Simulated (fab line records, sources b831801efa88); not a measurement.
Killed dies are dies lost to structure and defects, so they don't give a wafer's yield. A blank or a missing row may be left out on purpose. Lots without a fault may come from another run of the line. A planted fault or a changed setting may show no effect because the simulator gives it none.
fab line records | flow sky130
record lots=5 wafers=15 last_day=49
route steps=708 shown GATE_OXIDE@192 POLY_GATE@204 RES_PROTECT@206 PAD_OPEN@708
lots that met no fault: from a run of the same line without faults
start_h: hours from the record's first day to the start of the lot's first wafer shown | wait_h: hours since the lot's step before | " the same as in the row above | L1.1+2: a row that stands for several wafers | - no value, or no start given | * or withheld: withheld | < > ~ a bound
route shown NAME@n: a module of which the file shows steps, and the number in the route of the first | usual: mean/standard deviation of fault-free wafers | same: alike in all rows | chamber/n: place in a boat | sites: the reading at each site | _std_site: their standard deviation | _edge_site: outer sites' mean less inner sites' | radius_mm: how far each site lies from the wafer's centre | mask NAME#n: copy n | behind: the tool/chamber that last shaped the wafer | hold: why the lot was held/for how many hours/how that ended | device: the transistor (n, p or np) that didn't switch | end of line: the same wafers' tests at the end of the route | a step without rows: its recipe alone | killed: dies lost to structure and defects at the first sort, not the wafer's yield | map: a wafer's dies, x killed, . not, _ none there
set.NAME: the setting as run; set.NAME@STEP: as run at that earlier step | model.NAME: the simulator's own value behind a step, which no gauge read
lots at some steps of the route; a table a step, a row a wafer
services: from which hour (start_h, from the record's first day; less than 0 if before it) a tool's chamber was out of use, for how many hours, and why
## steps
# step SKY_GATE_OXIDE_COAT_05
# recipe resist=NOVOLAK spin_rpm=3000 resist_thk_nm=1140
# step SKY_GATE_OXIDE_SOFTBAKE_06
# recipe temp_c=90 time_s=60 resist=NOVOLAK
# step SKY_GATE_OXIDE_EXPOSE_07
# recipe mask_id=LVOM na=0.6 source_shape=conventional sigma_outer=0.6 polarization=unpolarized target_cd_nm=600 dose_mj=170
# step SKY_GATE_OXIDE_PEB_08
# recipe temp_c=withheld time_s=* resist=NOVOLAK
# step SKY_GATE_OXIDE_DEVELOP_09
# recipe resist=NOVOLAK developer=TMAH develop_time_s=60 dev_temp_c=23
# step SKY_GATE_OXIDE_IMPLANT_11
# recipe species=B energy_kev=10 dose_cm2=2.6e+12 tilt_deg=withheld
# step SKY_GATE_OXIDE_WET_ETCH_12
# recipe chemistry=dHF target_depth_nm=16.8 dry=n2_spin target=SiO2 dilution=100:1 temp_c=25 time_s=336
# step SKY_GATE_OXIDE_STRIP_13
# recipe chemistry=O2/N2 power_w=1400 pressure_mtorr=1500 platen_temp_c=withheld o2_flow_sccm=3000 n2_flow_sccm=300 overash_fraction=0.5
# step SKY_GATE_OXIDE_CLEAN_15
# recipe chemistry=SC1/SC2 mix=1:4:20 temp_c=70 time_s=150 dry=n2_spin
# step SKY_GATE_OXIDE_OXIDATION_16
# recipe temp_c=800 ambient=O2 idle_temp_c=700 ramp_up_c_per_min=10 ramp_down_c_per_min=3 stabilise_s=600 purge_s=300 target_thk_a=35.7 ox_time_s=1915
# step SKY_POLY_GATE_CVD_00
# recipe material=poly-Si target_thk_nm=180 temp_c=620 time_s=720 pressure_mtorr=200
# usual spike_tc_bottom_C=642.5/1.5 spike_tc_centre_C=620.5/1.1 spike_tc_lower_C=619.6/1.1 spike_tc_top_C=643.2/2 spike_tc_upper_C=620.7/0.98 susceptor_temp_C=620.0/0.33
# columns lot.wafer tool chamber start_h wait_h spike_tc_bottom_C spike_tc_centre_C spike_tc_lower_C spike_tc_top_C spike_tc_upper_C susceptor_temp_C model.poly-Si_of_POLY_GATE_CVD_00.thk_nm
L967.3 lpcvd-01 0 330.15 0.0 645.1 620.9 618.4 640.8 619.4 619.5 178
L967.5 " 0 " " 644.0 620.2 619.5 640.6 621.5 619.5 178.2
L967.6 " 0 " " 645.8 622.0 621.2 642.9 619.8 619.6 179.8
L972.1 lpcvd-01 1 372.80 0.0 634.1 610.9 614.7 638.8 612.1 612.4 155
L972.4 " 1 " " 633.9 613.7 611.7 638.4 612.4 612.8 154.8
L972.6 " 1 " " 635.9 614.2 612.9 638.0 611.9 612.7 154.5
L973.1 lpcvd-01 0 372.80 0.0 636.6 614.9 615.4 635.9 614.5 613.2 151.3
L973.2 " 0 " " 637.6 612.6 612.7 635.1 613.1 612.9 153.4
L973.5 " 0 " " 636.0 614.0 613.1 634.4 614.1 612.7 152.5
L974.1 lpcvd-01 1 385.42 0.0 634.8 611.8 613.6 637.1 611.5 613.1 154.4
L974.2 " 1 " " 633.4 613.6 612.5 637.8 614.0 612.8 155.1
L974.3 " 1 " " 633.8 612.1 611.7 638.1 613.8 612.9 153.7
L985.2 lpcvd-01 1 473.33 0.0 642.4 620.5 619.5 647.1 620.0 620.0 182.7
L985.3 " 1 " " 641.5 620.6 618.5 644.0 621.4 619.8 182.2
L985.4 " 1 " " 640.9 621.8 618.5 644.8 619.6 620.1 183.6
# step SKY_POLY_GATE_THK_MEAS_01
# recipe reads=poly-Si_of_POLY_GATE_CVD_00
# usual POLY_GATE_CVD_00_THK=180.1/1.9
# columns lot.wafer tool chamber start_h wait_h POLY_GATE_CVD_00_THK[nm]
L967.3 film_metro-02 - 331.37 0.0 177.9
L967.5 " - " " 178.2
L967.6 " - " " 179.8
L972.1 film_metro-01 - 374.00 0.0 155.0
L972.4 " - " " 154.9
L972.6 " - " " 154.5
L973.1 film_metro-02 - 374.00 0.0 151.5
L973.2 " - " " 153.2
L973.5 " - " " 152.6
L974.1 film_metro-04 - 386.62 0.0 154.4
L974.2 " - " " 155.1
L974.3 " - " " 153.6
L985.2 film_metro-04 - 474.54 0.0 182.6
L985.3 " - " " 182.3
L985.4 " - " " 183.6
# step SKY_RES_PROTECT_DEHYDRATE_00
# recipe temp_c=200 time_s=60
# step SKY_RES_PROTECT_HMDS_01
# recipe prime_time_s=60 prime_temp_c=120
# step SKY_RES_PROTECT_COAT_02
# recipe resist=NOVOLAK spin_rpm=3000 resist_thk_nm=1140
# step SKY_RES_PROTECT_SOFTBAKE_03
# recipe temp_c=90 time_s=60 resist=NOVOLAK
# step SKY_RES_PROTECT_EXPOSE_04
# recipe mask_id=RPM na=0.6 source_shape=conventional sigma_outer=0.6 polarization=unpolarized target_cd_nm=1270 dose_mj=131
# step SKY_RES_PROTECT_PEB_05
# recipe temp_c=withheld time_s=* resist=NOVOLAK
# step SKY_RES_PROTECT_DEVELOP_06
# recipe resist=NOVOLAK developer=TMAH develop_time_s=60 dev_temp_c=23
# step SKY_POLY_GATE_IMPLANT_02
# recipe species=P energy_kev=30 dose_cm2=7.7e+15 tilt_deg=0
# step SKY_RES_PROTECT_STRIP_07
# recipe chemistry=O2/N2 power_w=1400 pressure_mtorr=1500 platen_temp_c=withheld o2_flow_sccm=3000 n2_flow_sccm=300 overash_fraction=0.5
# step SKY_RES_PROTECT_CLEAN_09
# recipe chemistry=SC1/SC2 mix=1:4:20 temp_c=70 time_s=150 dry=n2_spin
# usual bath_heat_duty_pct=13.8/1.2
# columns lot.wafer tool chamber start_h wait_h bath_heat_duty_pct model.poly-Si_of_POLY_GATE_CVD_00.thk_nm
L967.3 wet_bench-04 0 358.60 0.0 13.1 177.3
L967.5 " 0 " " 15.7 177.6
L967.6 " 0 " " 14.2 179.2
L973.1 wet_bench-04 0 401.26 0.1 14.3 150.7
L973.2 " 0 " " 12.5 152.7
L973.5 " 0 " " 13.1 151.9
L972.1 wet_bench-02 2 401.56 0.1 14.0 154.3
L972.4 " 2 " " 13.4 154.2
L972.6 " 2 " " 12.6 153.9
L974.1 wet_bench-03 0 414.54 0.1 13.2 153.8
L974.2 " 0 " " 14.3 154.5
L974.3 " 0 " " 15.0 153
L985.2 wet_bench-03 3 504.94 0.0 12.4 182
L985.3 " 3 " " 13.4 181.6
L985.4 " 3 " " 12.9 183
# step SKY_POLY_GATE_CVD_03
# recipe material=Si3N4 precursor=DCS/NH3 target_thk_nm=75 temp_c=770 time_s=1290 pressure_mtorr=250
# step SKY_POLY_GATE_DEHYDRATE_05
# recipe temp_c=200 time_s=60
# step SKY_POLY_GATE_HMDS_06
# recipe prime_time_s=60 prime_temp_c=120
# step SKY_POLY_GATE_COAT_07
# recipe resist=BARC temp_c=withheld time_s=withheld spin_rpm=3000 resist_thk_nm=110
# step SKY_POLY_GATE_COAT_08
# recipe resist=KrF-thick spin_rpm=3000 resist_thk_nm=450
# step SKY_POLY_GATE_SOFTBAKE_09
# recipe temp_c=100 time_s=90 resist=KrF-thick
# step SKY_POLY_GATE_EXPOSE_10
# recipe mask_id=P1M na=0.68 source_shape=conventional sigma_outer=0.6 target_cd_nm=150 dose_mj=28
# step SKY_POLY_GATE_PEB_11
# recipe peb_temp_c=withheld peb_time_s=withheld resist=KrF-thick
# step SKY_POLY_GATE_DEVELOP_12
# recipe develop_time_s=60 resist=KrF-thick dev_temp_c=21
# step SKY_POLY_GATE_ETCH_15
# recipe chemistry=N2/H2 target=BARC ion_energy_ev=200 source_w=500 bias_w=100 pressure_mtorr=30 n2_flow_sccm=100 h2_flow_sccm=200 stop_on=SiO2 time_s=118.5 target_depth_a=1100
# step SKY_POLY_GATE_ETCH_16
# recipe stop_on=poly-Si chemistry=CH3F/O2 target=Si3N4 source_w=400 bias_w=80 pressure_mtorr=25 ch3f_flow_sccm=40 O2_flow_sccm=30 time_s=147.5 target_depth_a=750
# step SKY_POLY_GATE_ETCH_17
# recipe target_depth_nm=180 stop_on=SiO2 over_etch_frac=0.56667 chemistry=HBr/Cl2 target=poly-Si icp_w=400 bias_w=100 pressure_mtorr=10 HBr_flow_sccm=150 Cl2_flow_sccm=50 time_s=70.5
# usual HBr_flow_sccm=150.0/0.45 drypump_motor_current_A=5.5/0.37 oes_product_au=0.985/0.0077 throttle_valve_pct=33.685/0.0092
# columns lot.wafer tool chamber start_h wait_h HBr_flow_sccm drypump_motor_current_A oes_product_au rf_hours_counter_h throttle_valve_pct model.etch.depth_nm model.POLY_GATE.feature_depth_nm
L967.3 rie_si-01 1 387.54 0.0 149.3 5.7 0.985 29 33.686 177.3 177.3
L967.5 " 1 " " 149.5 5.7 0.983 - 33.700 177.6 177.6
L967.6 " 2 " " 149.6 5.9 0.984 - 33.665 178.5 178.5
L973.1 rie_si-01 0 435.17 0.0 149.3 5.0 0.884 1 33.698 150.7 150.7
L973.2 " 3 " " 149.8 5.3 0.887 5 33.666 152.7 152.7
L973.5 " 1 " " 150.8 5.7 0.887 - 33.694 151.9 151.9
L972.1 rie_si-02 0 435.19 0.0 149.9 5.6 0.889 28 33.667 154.3 154.3
L972.4 " 3 " " 150.5 6.0 0.898 38 33.677 154.2 154.2
L972.6 " 1 " " 148.9 5.0 0.891 - 33.677 153.9 153.9
L974.1 rie_si-01 0 448.16 0.0 149.9 5.0 0.888 1 33.688 153.8 153.8
L974.2 " 3 " " 149.5 5.3 0.898 5 33.678 154.5 154.5
L974.3 " 2 " " 149.6 5.9 0.885 1 33.691 153 153
L985.2 rie_si-01 0 537.88 0.0 150.3 4.9 0.967 1 33.684 173.1 173.1
L985.3 " 1 " " 149.8 5.8 1.002 30 33.699 180.2 180.2
L985.4 " 2 " " 149.8 5.9 0.983 2 33.684 178 178
# step SKY_POLY_GATE_STRIP_18
# recipe chemistry=O2/N2 power_w=1400 pressure_mtorr=1500 platen_temp_c=withheld o2_flow_sccm=3000 n2_flow_sccm=300 overash_fraction=0.5
# step SKY_PAD_OPEN_PROBE_99
# usual killed_at_M0_to_M3=43/7.3 killed_at_M4_up=3.6/1.9 killed_at_contacts=23/5.3 killed_at_front_end=15/4.5 killed_at_other=0.3/0.72 killed_dies=85/9.4 killed_open=46/6.7 killed_short=38/6.8
# same gross_dies=492 killed_at_back_side=0
# columns lot.wafer tool chamber start_h wait_h killed_at_M0_to_M3 killed_at_M4_up killed_at_contacts killed_at_front_end killed_at_other killed_dies killed_open killed_short model.etest.res_high_po.line_ohm_um model.etest.res_poly.line_ohm_um model.etest.res_high_po.rs_ohm_sq model.etest.res_poly.rs_ohm_sq model.etest.cap_li_to_poly.c_af_um2
L967.3 prober-02 - 1088.09 0.2 44 5 20 14 0 83 49 34 717.4 489 254.8 47.58 99.08
L967.5 prober-02 - 1088.19 0.2 37 5 23 18 0 83 54 29 727.5 500.9 253.7 47.89 97.21
L967.6 prober-02 - 1088.24 0.2 57 4 23 21 0 105 56 49 735 494.8 259.1 48.16 102.1
L973.1 prober-01 - 1116.67 0.1 49 1 18 13 0 81 51 30 830.8 597.9 291.6 55.98 95.14
L973.2 prober-01 - 1116.72 0.1 48 2 22 13 0 85 42 43 863.4 589.3 299.8 56.48 92.73
L973.5 prober-01 - 1116.87 0.2 47 1 28 11 1 88 42 46 879.9 601 302.5 56.81 90.68
L972.1 prober-02 - 1120.52 0.1 48 2 28 17 1 96 47 49 855.6 601.9 297.8 54.91 93.01
L972.4 prober-02 - 1120.67 0.2 34 2 17 10 0 63 42 21 859.4 579.1 296.1 54.71 93.35
L972.6 prober-02 - 1120.77 0.2 45 1 31 15 0 92 57 35 855.2 589.1 299.6 55.24 90.58
L974.1 prober-01 - 1129.03 0.1 58 2 21 19 0 100 56 43 851.9 583.9 304.4 55.83 91.82
L974.2 prober-01 - 1129.08 0.1 32 2 29 17 0 80 40 39 858.4 586.4 302.9 55.85 89.41
L974.3 prober-01 - 1129.13 0.2 31 4 27 22 0 84 44 40 919.3 606 317.9 58.21 92.37
L985.2 prober-01 - 1182.82 0.1 44 4 25 14 0 87 45 42 741.9 504.9 258.6 47.58 101.6
L985.3 prober-01 - 1182.87 0.2 46 5 27 8 0 86 47 39 729.6 499.9 257.1 47.1 102.1
L985.4 prober-01 - 1182.92 0.2 33 5 15 15 0 68 39 29 736.1 515.2 260.6 47.89 100.7
# killed by level:class
L967.3 CONTACT:geometric_particle:open=8 VIA1:geometric_particle:open=8 LI_CONTACT:geometric_particle:open=7 VIA2:geometric_particle:short=7 VIA3:geometric_particle:open=6 VIA2:geometric_particle:open=6 METAL1:geometric_particle:short=5 FIELD_ISO:geometric_particle:open=4
L967.5 LI_CONTACT:geometric_particle:open=9 VIA2:geometric_particle:open=9 CONTACT:geometric_particle:open=8 VIA1:geometric_particle:open=7 METAL2:geometric_particle:short=6 FIELD_ISO:geometric_particle:open=4 FIELD_ISO:geometric_particle:short=4 POLY_GATE:geometric_particle:open=4
L967.6 VIA1:geometric_particle:open=19 FIELD_ISO:geometric_particle:short=12 LI_CONTACT:geometric_particle:open=9 METAL1:geometric_particle:short=7 VIA2:geometric_particle:open=7 VIA1:geometric_particle:short=6 VIA3:geometric_particle:short=5 VIA3:geometric_particle:open=5
L973.1 VIA3:geometric_particle:open=10 VIA1:geometric_particle:open=10 CONTACT:geometric_particle:open=9 METAL1:geometric_particle:short=8 VIA2:geometric_particle:open=7 LI_CONTACT:geometric_particle:open=5 VIA3:geometric_particle:short=4 POLY_GATE:geometric_particle:open=4
L973.2 VIA1:geometric_particle:open=9 LI_CONTACT:geometric_particle:open=7 VIA3:geometric_particle:open=7 METAL2:geometric_particle:short=7 VIA2:geometric_particle:open=7 CONTACT:geometric_particle:open=6 METAL1:geometric_particle:short=6 VIA3:geometric_particle:short=5
L973.5 CONTACT:geometric_particle:open=14 VIA1:geometric_particle:short=11 CONTACT:geometric_particle:short=8 METAL1:geometric_particle:short=8 VIA1:geometric_particle:open=7 VIA3:geometric_particle:open=6 LI_CONTACT:geometric_particle:open=5 METAL2:geometric_particle:short=5
L972.1 METAL2:geometric_particle:short=10 VIA2:geometric_particle:open=9 CONTACT:geometric_particle:open=9 VIA1:geometric_particle:open=8 POLY_GATE:geometric_particle:open=5 LI_CONTACT:geometric_particle:short=5 LI_CONTACT:geometric_particle:open=5 LOCAL_INTERCONNECT:geometric_particle:short=5
L972.4 CONTACT:geometric_particle:open=9 VIA1:geometric_particle:open=7 VIA2:geometric_particle:open=7 VIA3:geometric_particle:open=6 FIELD_ISO:geometric_particle:short=5 LI_CONTACT:geometric_particle:open=4 METAL1:geometric_particle:short=3 METAL2:geometric_particle:short=3
L972.6 VIA1:geometric_particle:open=12 CONTACT:geometric_particle:open=9 VIA3:geometric_particle:open=9 CONTACT:geometric_particle:short=7 LI_CONTACT:geometric_particle:open=7 LOCAL_INTERCONNECT:geometric_particle:short=5 METAL2:geometric_particle:short=5 FIELD_ISO:geometric_particle:short=4
L974.1 VIA1:geometric_particle:open=12 VIA2:geometric_particle:open=9 VIA1:geometric_particle:short=8 VIA2:geometric_particle:short=8 POLY_GATE:geometric_particle:open=7 CONTACT:geometric_particle:open=7 METAL1:geometric_particle:short=7 LI_CONTACT:geometric_particle:open=6
L974.2 CONTACT:geometric_particle:open=8 VIA1:geometric_particle:open=8 LOCAL_INTERCONNECT:geometric_particle:short=7 POLY_GATE:geometric_particle:short=6 CONTACT:geometric_particle:short=6 LI_CONTACT:geometric_particle:open=5 VIA1:geometric_particle:short=5 FIELD_ISO:geometric_particle:open=4
L974.3 CONTACT:geometric_particle:open=12 POLY_GATE:geometric_particle:short=8 LOCAL_INTERCONNECT:geometric_particle:short=8 METAL1:geometric_particle:short=7 POLY_GATE:geometric_particle:open=6 VIA1:geometric_particle:open=6 VIA2:geometric_particle:open=5 FIELD_ISO:geometric_particle:open=4
L985.2 VIA2:geometric_particle:open=9 METAL1:geometric_particle:short=9 VIA1:geometric_particle:open=8 CONTACT:geometric_particle:open=7 POLY_GATE:geometric_particle:open=6 LOCAL_INTERCONNECT:geometric_particle:short=6 VIA3:geometric_particle:open=6 LI_CONTACT:geometric_particle:short=5
L985.3 VIA1:geometric_particle:open=16 LI_CONTACT:geometric_particle:open=9 CONTACT:geometric_particle:open=6 METAL2:geometric_particle:short=6 CONTACT:geometric_particle:short=5 METAL4:geometric_particle:short=4 METAL1:geometric_particle:short=4 VIA1:geometric_particle:short=4
L985.4 VIA1:geometric_particle:open=11 LI_CONTACT:geometric_particle:open=8 POLY_GATE:geometric_particle:open=5 VIA2:geometric_particle:open=5 METAL4:geometric_particle:short=5 FIELD_ISO:geometric_particle:short=4 POLY_GATE:geometric_particle:short=4 METAL2:geometric_particle:short=4
## services
# columns tool chamber start_h hours kind
wet_bench-04 - 318.04 1.6 repair
rie_si-01 0 321.05 - clean
rie_si-01 0 321.05 15.7 scheduled_down
rie_si-01 0 321.05 15.7 vent_cycle
lpcvd-01 - 358.45 0.8 pm
rie_si-02 1 368.26 - clean
rie_si-02 1 368.26 21.1 scheduled_down
rie_si-02 1 368.26 21.1 vent_cycle
lpcvd-01 - 395.77 1.5 repair
rie_si-02 1 489.73 4.4 repair
rie_si-01 3 521.55 5.2 repair
rie_si-02 0 537.10 2.0 repair
## key
first_sign step=SKY_POLY_GATE_CVD_00 reading=susceptor_temp_C direction=down sigmas=22 usual=* struck=*
effect step=SKY_POLY_GATE_CVD_00 reading=spike_tc_upper_C direction=down sigmas=7.8 usual=620.7 struck=613.1
effect step=SKY_POLY_GATE_THK_MEAS_01 reading=POLY_GATE_CVD_00_THK direction=down sigmas=14 usual=180.1 struck=153.9
effect step=SKY_POLY_GATE_ETCH_17 reading=oes_product_au direction=down sigmas=12 usual=0.985 struck=0.890
model_effect step=SKY_POLY_GATE_CVD_00 value=poly-Si_of_POLY_GATE_CVD_00.thk_nm without=181.7 struck=153.9
model_effect step=SKY_RES_PROTECT_CLEAN_09 value=poly-Si_of_POLY_GATE_CVD_00.thk_nm without=181.1 struck=153.2
model_effect step=SKY_POLY_GATE_ETCH_17 value=etch.depth_nm without=178.6 struck=153.2
model_effect step=SKY_PAD_OPEN_PROBE_99 value=etest.res_high_po.line_ohm_um without=743.8 struck=863.8
met_at SKY_POLY_GATE_CVD_00
struck_wafers L972.1,L972.4,L972.6,L973.1,L973.2,L973.5,L974.1,L974.2,L974.3
tester_left_out L972,L973,L974
onset_between 330.15 372.80
fault kind=process_parameter_drift tool=lpcvd-01 chamber=- onset_h=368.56 steps=SKY_POLY_GATE_CVD_00 channel=temp_c offset=* shape=step end_h=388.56 stated=*
# tester_left_out: of these lots the tester's yield and bins aren't shown, on N5 and GAA mostly nor the transistor test; their killed dies are dies lost to structure and defects alone, not to doping, threshold or leakage, so they don't give the yield
